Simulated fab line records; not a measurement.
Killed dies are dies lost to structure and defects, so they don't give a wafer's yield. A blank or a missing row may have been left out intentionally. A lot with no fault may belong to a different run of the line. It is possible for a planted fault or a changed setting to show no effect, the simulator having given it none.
Tool commonality check ; flow sky130 ; Lots sampled 10, wafers sampled 30

WHAT PROMPTED THE OPENING
At SKY_POLY_GATE_THK_MEAS_04 the reading POLY_GATE_CVD_03_THK is flagged on 3 of 10 lots. Wafers without a fault read 75.2 nm, standard deviation 0.76.
Rule: a lot is flagged in two cases, either no wafer of it has a number, or all its wafers with numbers fall more than 4 standard deviations from that mean. The rest of the lots are taken to be sound.

lot;measured;on;POLY_GATE_CVD_03_THK (nm), wafer by wafer;flag
L263;day 16 10:46;film metro-01;74.2 74.3 74.5;
L265;day 17 04:19;film metro-04;74.8 74.8 75.2;
L268;day 18 02:22;film metro-04;135.3 136.5 135.8;FLAGGED
L269;day 18 07:52;film metro-02;136.1 135.6 136.8;FLAGGED
L270;day 19 07:11;film metro-04;136.3 136.3 135.9;FLAGGED
L278;day 21 20:24;film metro-02;76.7 75.9 76.1;
L279;day 22 00:32;film metro-01;74.9 74.8 74.3;
L280;day 22 11:52;film metro-04;75.0 74.8 74.7;
L281;day 22 15:29;film metro-02;74.6 75.0 75.1;
L283;day 23 07:54;film metro-01;75.7 75.7 74.9;
The mean of the flagged lots' numbers is 136.1 nm, +60.9 nm from the usual (+80 standard deviations).

TOOL THAT RAN EACH LOT
2 process steps preceding the reading are held in the record, out of 708 steps in the route. In each cell: the tool, then ch and the chambers that the sampled wafers went through, then the start.
lot;flag;SKY_VT_ADJUST_HVTP_STRIP_10;SKY_POLY_GATE_CVD_03
L263;;plasma asher-04 ch 0,1, day 6 23:56;lpcvd-02 ch 0, day 16 09:24
L265;;plasma asher-02 ch 0,1, day 7 11:47;lpcvd-02 ch 1, day 17 02:58
L268;FLAGGED;plasma asher-02 ch 0,1, day 8 04:17;lpcvd-02 ch 1, day 18 01:01
L269;FLAGGED;plasma asher-04 ch 0,1, day 8 12:35;lpcvd-02 ch 0, day 18 06:30
L270;FLAGGED;plasma asher-04 ch 0,1, day 9 01:10;lpcvd-02 ch 1, day 19 05:48
L278;;plasma asher-02 ch 0,1, day 10 22:52;lpcvd-02 ch 1, day 21 19:01
L279;;plasma asher-04 ch 0,1, day 11 01:02;lpcvd-02 ch 1, day 21 23:11
L280;;plasma asher-02 ch 0,1, day 11 06:41;lpcvd-02 ch 1, day 22 10:30
L281;;plasma asher-02 ch 0,1, day 11 12:32;lpcvd-02 ch 1, day 22 14:07
L283;;plasma asher-04 ch 0,1, day 12 02:50;lpcvd-02 ch 0, day 23 06:33
What these steps do:
- SKY_VT_ADJUST_HVTP_STRIP_10: strips in O2/N2.
- SKY_POLY_GATE_CVD_03: deposits Si3N4 from DCS/NH3, target thk 75 nm, time 1290 s.
- SKY_POLY_GATE_THK_MEAS_04

FLAGGED AGAINST TOTAL, ONE TOOL AT A TIME (gauges that did the reading follow at the end)
step;tool;lots run;flagged;share of the flagged lots;sound lots run after its first flagged lot
SKY_VT_ADJUST_HVTP_STRIP_10;plasma asher-02;5;1;some;3 (L278,L280,L281)
SKY_VT_ADJUST_HVTP_STRIP_10;plasma asher-04;5;2;some;2 (L279,L283)
SKY_POLY_GATE_CVD_03;lpcvd-02;10;3;all;5 (L278,L279,L280,L281,L283)
SKY_POLY_GATE_THK_MEAS_04;film metro-01;3;0;none;-
SKY_POLY_GATE_THK_MEAS_04;film metro-02;3;1;some;2 (L278,L281)
SKY_POLY_GATE_THK_MEAS_04;film metro-04;4;2;some;1 (L280)

THE TABLE: WHAT IT ALLOWS
In the table, 1 row covers all flagged lots: lpcvd-02 at SKY_POLY_GATE_CVD_03.
- lpcvd-02 at SKY_POLY_GATE_CVD_03: 3 of its 10 lots flagged. Lots that were sound ran on it after the first flagged one (L278, L279, L280, L281, L283); a persistent fault on the entire tool would not allow that.
Every row of the table either missed a flagged lot or ran a sound lot after the first.

WHAT THE SIMULATOR PUT IN
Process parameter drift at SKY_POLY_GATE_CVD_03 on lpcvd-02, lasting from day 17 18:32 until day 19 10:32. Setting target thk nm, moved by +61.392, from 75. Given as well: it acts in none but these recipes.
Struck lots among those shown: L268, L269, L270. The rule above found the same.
